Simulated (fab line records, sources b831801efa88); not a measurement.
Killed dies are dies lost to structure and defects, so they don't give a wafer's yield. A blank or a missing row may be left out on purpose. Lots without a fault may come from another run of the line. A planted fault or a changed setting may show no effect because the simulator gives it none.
fab line records | flow sky130
record lots=14 wafers=42 last_day=50
route steps=708 shown FIELD_ISO@24 NWELL@66 VT_ADJUST_LVTN@115
lots that met no fault: from a run of the same line without faults
start_h: hours from the record's first day to the start of the lot's first wafer shown | wait_h: hours since the lot's step before | " the same as in the row above | L1.1+2: a row that stands for several wafers | - no value, or no start given | * or withheld: withheld | < > ~ a bound
route shown NAME@n: a module of which the file shows steps, and the number in the route of the first | usual: mean/standard deviation of fault-free wafers | same: alike in all rows | chamber/n: place in a boat | sites: the reading at each site | _std_site: their standard deviation | _edge_site: outer sites' mean less inner sites' | radius_mm: how far each site lies from the wafer's centre | mask NAME#n: copy n | behind: the tool/chamber that last shaped the wafer | hold: why the lot was held/for how many hours/how that ended | device: the transistor (n, p or np) that didn't switch | end of line: the same wafers' tests at the end of the route | a step without rows: its recipe alone | killed: dies lost to structure and defects at the first sort, not the wafer's yield | map: a wafer's dies, x killed, . not, _ none there
set.NAME: the setting as run; set.NAME@STEP: as run at that earlier step | model.NAME: the simulator's own value behind a step, which no gauge read
steps of the route over a sample of lots; a table a step, a row a wafer
services: from which hour (start_h, from the record's first day; less than 0 if before it) a tool's chamber was out of use, for how many hours, and why
## steps
# step SKY_FIELD_ISO_THK_MEAS_23
# recipe reads=SiO2_of_FIELD_ISO_OXIDATION_22
# usual FIELD_ISO_OXIDATION_01_THK=9.99/0.15
# columns lot.wafer tool chamber start_h wait_h FIELD_ISO_OXIDATION_01_THK[nm]
L923.1 film_metro-02 - 34.85 0.0 10.15
L923.3 " - " " 10.17
L923.5 " - " " 10.29
L924.2 film_metro-02 - 40.52 0.0 9.92
L924.4 " - " " 9.97
L924.6 " - " " 10.02
L925.1 film_metro-03 - 41.65 0.0 10.03
L925.4 " - " " 10.07
L925.6 " - " " 10.19
L927.4 film_metro-02 - 52.76 0.0 9.83
L927.5 " - " " 9.81
L927.6 " - " " 10.02
L934.2 film_metro-03 - 89.25 0.0 10.12
L934.3 " - " " 10.09
L934.4 " - " " 10.12
L935.1 film_metro-03 - 93.26 0.0 9.80
L935.2 " - " " 9.76
L935.5 " - " " 10.08
L938.1 film_metro-04 - 110.65 0.0 10.04
L938.2 " - " " 10.31
L938.4 " - " " 10.15
L939.1 film_metro-03 - 118.12 0.0 10.00
L939.3 " - " " 10.12
L939.6 " - " " 10.15
L940.2 film_metro-04 - 119.30 0.0 10.00
L940.3 " - " " 9.80
L940.6 " - " " 9.98
L941.1 film_metro-02 - 129.99 0.0 10.00
L941.4 " - " " 9.91
L941.5 " - " " 9.90
L942.1 film_metro-04 - 130.30 0.0 9.96
L942.3 " - " " 9.85
L942.4 " - " " 9.88
L944.1 film_metro-04 - 140.18 0.0 9.76
L944.3 " - " " 9.90
L944.5 " - " " 9.68
L945.2 film_metro-02 - 146.02 0.0 9.96
L945.3 " - " " 10.17
L945.5 " - " " 10.07
L946.1 film_metro-02 - 150.66 0.0 9.75
L946.2 " - " " 9.71
L946.3 " - " " 9.83
# step SKY_NWELL_IMPLANT_13
# recipe species=P energy_kev=50 dose_cm2=7e+11 tilt_deg=withheld
# usual beam_energy_keV=49.999/0.016 beam_on_s=9.99/0.21 faraday_current_uA=3.95/0.081
# columns lot.wafer tool chamber start_h wait_h beam_energy_keV beam_on_s faraday_current_uA
L923.1 implanter-01 0 90.58 0.1 49.990 10.39 3.79
L923.3 " 0 " " 50.018 10.05 3.91
L923.5 " 0 " " 49.987 9.89 3.98
L924.2 implanter-02 0 96.56 0.1 50.016 9.73 4.04
L924.4 " 0 " " 49.998 10.02 3.93
L924.6 " 0 " " 50.005 10.19 3.89
L925.1 implanter-01 0 96.88 0.1 50.020 9.94 3.98
L925.4 " 0 " " 50.000 9.79 4.02
L925.6 " 0 " " 50.019 10.03 3.92
L927.4 implanter-01 0 110.11 0.1 50.010 10.19 3.87
L927.5 " 0 " " 49.982 10.00 3.97
L927.6 " 0 " " 49.995 9.97 3.96
L934.2 implanter-03 - 151.21 0.1 - - -
L934.3 " - " " - - -
L934.4 " - " " - - -
L935.1 implanter-01 - 156.19 0.1 - - -
L935.2 " - " " - - -
L935.5 " - " " - - -
L938.1 implanter-03 0 174.54 0.1 49.997 9.55 4.12
L938.2 " 0 " " 49.992 10.12 3.90
L938.4 " 0 " " 49.967 9.87 3.99
L939.1 implanter-01 0 186.34 0.1 50.000 10.09 3.90
L939.3 " 0 " " 49.994 10.18 3.89
L939.6 " 0 " " 50.001 9.55 4.12
L940.2 implanter-03 0 187.31 0.1 50.001 10.33 3.84
L940.3 " 0 " " 49.993 10.06 3.93
L940.6 " 0 " " 50.007 10.36 3.82
L942.1 implanter-01 0 198.79 0.1 50.020 9.89 3.99
L942.3 " 0 " " 50.002 9.47 4.14
L942.4 " 0 " " 50.003 9.99 3.97
L941.1 implanter-03 0 199.79 0.1 50.022 9.70 4.06
L941.4 " 0 " " 50.012 9.66 4.07
L941.5 " 0 " " 50.012 10.29 3.83
L944.1 implanter-02 0 208.53 0.1 49.996 9.92 3.98
L944.3 " 0 " " 50.003 10.08 3.92
L944.5 " 0 " " 49.985 9.68 4.07
L945.2 implanter-03 0 213.86 0.1 49.996 10.26 3.83
L945.3 " 0 " " 49.992 9.84 4.01
L945.5 " 0 " " 50.000 9.97 3.96
L946.1 implanter-01 0 220.94 0.1 50.022 9.80 4.03
L946.2 " 0 " " 50.028 9.87 3.98
L946.3 " 0 " " 50.016 9.86 3.99
# step SKY_NWELL_RS_MEAS_29
# recipe thk_meas_gauge=four-point-probe
# usual NWELL_RS=626.0/1.6
# columns lot.wafer tool chamber start_h wait_h NWELL_RS[ohm/sq]
L923.1 film_metro-02 - 108.89 0.1 627.7
L923.3 " - " " 626.4
L923.5 " - " " 627.0
L924.2 film_metro-02 - 115.61 0.1 628.8
L924.4 " - " " 628.6
L924.6 " - " " 628.4
L925.1 film_metro-01 - 115.70 0.1 624.8
L925.4 " - " " 625.5
L925.6 " - " " 626.0
L927.4 film_metro-02 - 129.07 0.1 626.0
L927.5 " - " " 626.2
L927.6 " - " " 627.1
L934.2 film_metro-02 - 172.17 0.2 653.6
L934.3 " - " " 652.6
L934.4 " - " " 652.8
L935.1 film_metro-01 - 177.60 0.1 651.9
L935.2 " - " " 654.2
L935.5 " - " " 652.4
L938.1 film_metro-04 - 196.50 0.1 625.0
L938.2 " - " " 625.2
L938.4 " - " " 625.5
L939.1 film_metro-02 - 208.81 0.1 628.4
L939.3 " - " " 627.1
L939.6 " - " " 628.1
L940.2 film_metro-02 - 210.32 0.1 625.6
L940.3 " - " " 626.2
L940.6 " - " " 626.8
L942.1 film_metro-01 - 221.45 0.1 623.7
L942.3 " - " " 624.0
L942.4 " - " " 622.9
L941.1 film_metro-04 - 223.25 0.1 624.7
L941.4 " - " " 626.0
L941.5 " - " " 626.2
L944.1 film_metro-01 - 231.80 0.2 627.3
L944.3 " - " " 626.3
L944.5 " - " " 627.7
L945.2 film_metro-02 - 237.36 0.1 626.3
L945.3 " - " " 625.3
L945.5 " - " " 625.6
L946.1 film_metro-01 - 244.85 0.1 622.7
L946.2 " - " " 623.1
L946.3 " - " " 622.6
# step SKY_VT_ADJUST_LVTN_OVL_MEAS_18
# usual VT_ADJUST_LVTN_01_OVL=0.1/1.6
# columns lot.wafer tool chamber start_h wait_h VT_ADJUST_LVTN_01_OVL[nm]
L923.1 overlay-01 - 167.50 0.1 0.4
L923.3 " - " " -1.3
L923.5 " - " " 0.5
L924.2 overlay-01 - 174.87 0.1 -1.0
L924.4 " - " " -1.7
L924.6 " - " " -1.2
L925.1 overlay-01 - 176.25 0.1 0.1
L925.4 " - " " 0.3
L925.6 " - " " -2.5
L927.4 overlay-01 - 190.51 0.1 0.0
L927.5 " - " " -0.8
L927.6 " - " " 1.5
L938.1 overlay-02 - 266.00 0.1 -0.8
L938.2 " - " " 1.6
L938.4 " - " " -1.0
L939.1 overlay-02 - 280.50 0.1 1.2
L939.3 " - " " -1.0
L939.6 " - " " -0.9
L940.2 overlay-01 - 281.91 0.1 -2.0
L940.3 " - " " 1.3
L940.6 " - " " -0.8
L942.1 overlay-01 - 294.05 0.1 1.1
L942.3 " - " " 0.6
L942.4 " - " " 1.5
L941.1 overlay-02 - 295.66 0.1 2.4
L941.4 " - " " 2.0
L941.5 " - " " 1.8
L944.1 overlay-02 - 304.90 0.1 -0.5
L944.3 " - " " 1.6
L944.5 " - " " 2.2
L945.2 overlay-02 - 311.82 0.1 -4.3
L945.3 " - " " -2.2
L945.5 " - " " -3.1
L946.1 overlay-01 - 319.46 0.1 1.7
L946.2 " - " " 1.2
L946.3 " - " " 3.6
# step SKY_VT_ADJUST_LVTN_TW_MEAS_21
# usual VT_ADJUST_LVTN_2_TW=186.7/1.1
# columns lot.wafer tool chamber start_h wait_h VT_ADJUST_LVTN_2_TW
L923.1 film_metro-01 - 167.78 0.1 185.8
L923.3 " - " " 186.1
L923.5 " - " " 185.5
L924.2 film_metro-01 - 175.16 0.1 187.5
L924.4 " - " " 186.7
L924.6 " - " " 185.6
L925.1 film_metro-01 - 176.53 0.1 185.7
L925.4 " - " " 185.3
L925.6 " - " " 185.9
L927.4 film_metro-01 - 190.81 0.1 185.3
L927.5 " - " " 184.7
L927.6 " - " " 186.3
L938.1 film_metro-01 - 266.29 0.1 186.5
L938.2 " - " " 184.9
L938.4 " - " " 185.7
L939.1 film_metro-01 - 280.78 0.1 186.3
L939.3 " - " " 186.9
L939.6 " - " " 186.5
L940.2 film_metro-01 - 282.20 0.1 186.4
L940.3 " - " " 187.0
L940.6 " - " " 187.1
L942.1 film_metro-01 - 294.33 0.1 187.2
L942.3 " - " " 186.0
L942.4 " - " " 185.5
L941.1 film_metro-03 - 295.95 0.1 186.6
L941.4 " - " " 186.5
L941.5 " - " " 187.3
L944.1 film_metro-03 - 305.19 0.1 186.7
L944.3 " - " " 188.4
L944.5 " - " " 186.7
L945.2 film_metro-01 - 312.11 0.1 187.8
L945.3 " - " " 187.4
L945.5 " - " " 187.6
L946.1 film_metro-03 - 319.75 0.1 187.8
L946.2 " - " " 187.6
L946.3 " - " " 187.1
## services
# columns tool chamber start_h hours kind
implanter-03 - 78.37 6.9 pm
implanter-02 - 117.65 0.6 repair
implanter-01 - 124.26 15.0 pm
implanter-01 - 140.13 3.4 pm
implanter-02 - 142.38 2.9 pm
implanter-01 - 146.04 2.0 repair
implanter-01 - 147.35 4.6 repair
implanter-02 - 185.03 16.6 repair
implanter-03 - 195.85 3.1 repair
implanter-02 - 210.94 35.5 pm
## key
first_sign step=SKY_NWELL_IMPLANT_13 reading=tool_record direction=missing
effect step=SKY_NWELL_RS_MEAS_29 reading=NWELL_RS direction=up sigmas=16 usual=626.0 struck=652.9
met_at SKY_NWELL_IMPLANT_13
struck_lots L934,L935
later_rows_left_out L934.2,L934.3,L934.4,L935.1,L935.2,L935.5
sort_left_out L934.2,L934.3,L934.4,L935.1,L935.2,L935.5
tester_left_out L934,L935
not_acting_at SKY_FIELD_ISO_THK_MEAS_23,SKY_VT_ADJUST_LVTN_OVL_MEAS_18,SKY_VT_ADJUST_LVTN_TW_MEAS_21
onset_between 110.11 151.21
fault kind=skipped_step_whole tool=implanter-01,implanter-03 chamber=- onset_h=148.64 steps=SKY_NWELL_IMPLANT_13 scope=struck_lots_only
# tester_left_out: of these lots the tester's yield and bins aren't shown, on N5 and GAA mostly nor the transistor test; their killed dies are dies lost to structure and defects alone, not to doping, threshold or leakage, so they don't give the yield
# sort_left_out: the simulated sort isn't trusted on such a fault, so these wafers' sort isn't shown, and their yield isn't known
# later_rows_left_out: the simulator's readings of these wafers behind a module that went badly wrong aren't trusted and aren't shown, but for the sort
